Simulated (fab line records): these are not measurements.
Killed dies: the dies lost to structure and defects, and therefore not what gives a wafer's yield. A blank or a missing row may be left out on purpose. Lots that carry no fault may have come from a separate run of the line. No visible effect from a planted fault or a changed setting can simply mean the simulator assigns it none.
2 desks, one fault ; flow gf180mcu ; what lay behind the numbers comes last; until then each desk has only its own

AT THE TOOL OWNER'S DESK: plasma asher-04
The tool's own readings at GF_VT_IMPLANT_STRIP_20 (strips in O2/N2): means of the sampled wafers that have a number, for each lot that ran on this tool. The brackets show how far a lot's mean lies from the usual mean; more than 4 standard deviations puts the lot out of limits, marked OUT.
Columns: A = drypump motor current A at GF_VT_IMPLANT_STRIP_20, usual 5.9 A; B = heater power w at GF_VT_IMPLANT_STRIP_20, usual 320 W; C = oes product au at GF_VT_IMPLANT_STRIP_20, usual 0.716 a.u.; D = strip time to endpoint s at GF_VT_IMPLANT_STRIP_20, usual 12.64 s
lot;first seen here;A;B;C;D
L702;day 6 05:38;5.9;305;0.716;12.65
L704;day 6 20:43;5.6;318;0.713;12.61
L705;day 7 00:50;5.6;315;0.714;12.58
L710;day 8 08:47;6.0;307;0.718;12.69
L714;day 9 08:38;6.0;309;0.718;12.66
L720;day 11 00:13;6.0;306;0.881 (+38) OUT;-
Finding of this desk: L720 out of limits; the first was L720 at day 11 00:13, on oes product au at GF_VT_IMPLANT_STRIP_20. L702, L704, L705, L710, L714: within limits.

METROLOGY DESK
What the gauges read for every lot (on any tool): the sampled wafers with a number, averaged. The brackets show how far a lot's mean lies from the usual mean; more than 4 standard deviations puts the lot out of limits, marked OUT.
Columns: A = INCOMING_BOW at GF_STI_BOW_MEAS_00, usual 0 um; B = MVPSD_OVL at GF_MVPSD_OVL_MEAS_07, usual 0.0 nm; C = VT_IMPLANT_3_TW at GF_VT_IMPLANT_TW_MEAS_32, usual 266.5; D = DUAL_GATE_OXIDATION_00_THK at GF_DUAL_GATE_THK_MEAS_03, usual 10.93 nm
lot;first seen here;A;B;C;D
L702;day 1 10:00;4;-1.7;264.1;11.00
L704;day 1 20:00;-1;0.9;264.3;10.65
L705;day 2 01:01;-6;-1.4;262.7;11.10
L710;day 3 02:00;2;0.5;266.6;10.78
L711;day 3 07:00;-2;-2.3;267.5;10.94
L712;day 3 12:01;-2;-1.5;265.9;10.94
L714;day 3 22:01;-5;-0.4;264.9;10.98
L715;day 4 03:00;2;1.0;265.6;11.14
L720;day 5 04:02;-2;0.1;30.2 (-84) OUT;-
L721;day 5 09:02;6;1.8;262.3;10.69
L723;day 5 19:00;1;0.3;269.7;10.68
L725;day 6 05:00;-5;-0.7;265.0;10.47
Per this desk, out of limits: L720; the first was L720, day 11 18:55 (VT_IMPLANT_3_TW at GF_VT_IMPLANT_TW_MEAS_32). L702, L704, L705, L710, L711, L712, L714, L715, L721, L723, L725: within limits.

BROUGHT TOGETHER
On L720, at day 11 00:13, an alarm was possible from the tool owner's desk.
Metrology desk: alarm possible at day 11 18:55 on L720.
Every lot named ran GF_VT_IMPLANT_STRIP_20 on plasma asher-04.

WHAT THE SIMULATOR PUT IN
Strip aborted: plasma asher-04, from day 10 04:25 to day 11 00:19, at GF_VT_IMPLANT_STRIP_20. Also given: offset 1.
Shown lots that were struck: L720.
Hours from the fault's start to each desk's first reading out of limits: the tool owner's desk, 20; the metrology desk, 39.
